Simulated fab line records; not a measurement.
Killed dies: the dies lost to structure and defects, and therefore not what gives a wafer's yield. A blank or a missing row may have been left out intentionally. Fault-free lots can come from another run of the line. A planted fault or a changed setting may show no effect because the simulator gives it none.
Chamber matching    flow gf180mcu    GF_V1_CMP_26 on cmp-01 has 4 sister chambers
The step polishes, stops on SiO2, t overpolish 15 s, target thk 0 nm. 8 wafers are shown with their chamber, then 9 later ones without.

== WAFERS WITH THEIR CHAMBER ==
wafer   chamber  motorCurrentA (A)  timeToEndpointS (s)
L081.6  2        10.4               78
L083.1  1        9.8                90
L083.4  2        10.5               82
L086.3  0        11.4               86
L089.3  1        9.7                84
L092.1  3        11.0               86
L092.4  0        11.8               81
L092.5  3        10.8               88

== WAFERS WITHOUT THEIR CHAMBER ==
wafer   motorCurrentA (A)  timeToEndpointS (s)
L093.3  10.7               88
L093.4  10.2               84
L093.6  11.5               87
L094.1  9.9                82
L094.4  10.3               84
L094.6  10.0               86
L097.4  10.4               82
L097.5  10.2               80
L097.6  11.5               92

== WHICH CHAMBER EACH ONE RAN IN ==
wafer   from the rows above      in truth
L093.3  can't be placed: 3 or 2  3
L093.4  can't be placed: 2 or 1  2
L093.6  0                        0
L094.1  can't be placed: 1 or 2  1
L094.4  can't be placed: 2 or 1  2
L094.6  can't be placed: 1 or 2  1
L097.4  2                        2
L097.5  can't be placed: 2 or 1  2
L097.6  can't be placed: 0 or 3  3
2 of 9 placed correctly. Not placeable from these rows: 7 (in 7, the candidates include the true chamber). Placed wrongly: 0.
How it was worked out, from the rows above alone: a wafer's distance from a chamber is the root of the sum, over the readings, of the square of ((its reading less the chamber's mean) divided by the reading's scatter). The wafer belongs to the nearest chamber; if the next one is less than 2 further off, it can't be placed. For every chamber, the mean is computed from those of its wafers that are shown. The scatter: take each reading less its chamber's mean, square it, sum over the shown wafers, divide by the number of wafers less the number of chambers, and take the root.
